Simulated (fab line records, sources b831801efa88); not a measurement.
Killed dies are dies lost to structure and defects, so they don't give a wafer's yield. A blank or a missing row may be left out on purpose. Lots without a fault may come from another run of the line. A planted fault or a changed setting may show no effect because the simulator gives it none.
Chamber matching | flow gf180mcu | GF_V4_CMP_04 on cmp-02: 4 sister chambers
The step polishes SiO2. 8 wafers are shown with their chamber, then 12 later ones without.

WAFERS WITH THEIR CHAMBER
wafer  | chamber | motor_current_A (A) | time_to_endpoint_s (s)
L081.4 | 0       | 11.8                | 78
L085.3 | 3       | 11.9                | 79
L085.4 | 0       | 12.1                | 79
L086.5 | 1       | 11.2                | 75
L086.6 | 2       | 11.8                | 80
L088.1 | 1       | 11.3                | 73
L088.3 | 3       | 12.0                | 75
L088.4 | 2       | 11.7                | 82

WAFERS WITHOUT THEIR CHAMBER
wafer  | motor_current_A (A) | time_to_endpoint_s (s)
L091.1 | 11.5                | 73
L091.3 | 11.0                | 67
L091.5 | 11.9                | 72
L093.1 | 11.7                | 79
L093.2 | 12.6                | 74
L093.6 | 12.6                | 77
L094.1 | 11.6                | 74
L094.2 | 12.5                | 77
L094.4 | 12.0                | 74
L097.1 | 10.8                | 78
L097.2 | 11.7                | 75
L097.3 | 11.6                | 81

WHICH CHAMBER EACH WENT THROUGH
wafer  | from the rows above               | in truth
L091.1 | 1                                 | 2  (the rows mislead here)
L091.3 | 1                                 | 1
L091.5 | can't be placed: 3 or 0           | 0
L093.1 | can't be placed: 2 or 0 or 3      | 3
L093.2 | can't be placed: 3 or 0           | 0
L093.6 | can't be placed: 3 or 0 or 2      | 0
L094.1 | can't be placed: 1 or 3 or 0 or 2 | 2
L094.2 | can't be placed: 3 or 0           | 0
L094.4 | can't be placed: 3 or 0           | 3
L097.1 | 1                                 | 1
L097.2 | can't be placed: 3 or 0 or 2 or 1 | 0
L097.3 | can't be placed: 2 or 0           | 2
Placed correctly: 2 of 12. Can't be placed from these rows: 9 (the true chamber is among the candidates in 9). Placed wrongly: 1.
How it was worked out, from the rows above alone: a wafer's distance from a chamber is the root of the sum, over the readings, of the square of ((its reading less the chamber's mean) divided by the reading's scatter). The wafer belongs to the nearest chamber; if the next one is less than 2 further off, it can't be placed. A chamber's mean is the mean of its shown wafers. The scatter: the root of (the sum of the squares of (reading less its chamber's mean) over the shown wafers, divided by (wafers less chambers)).
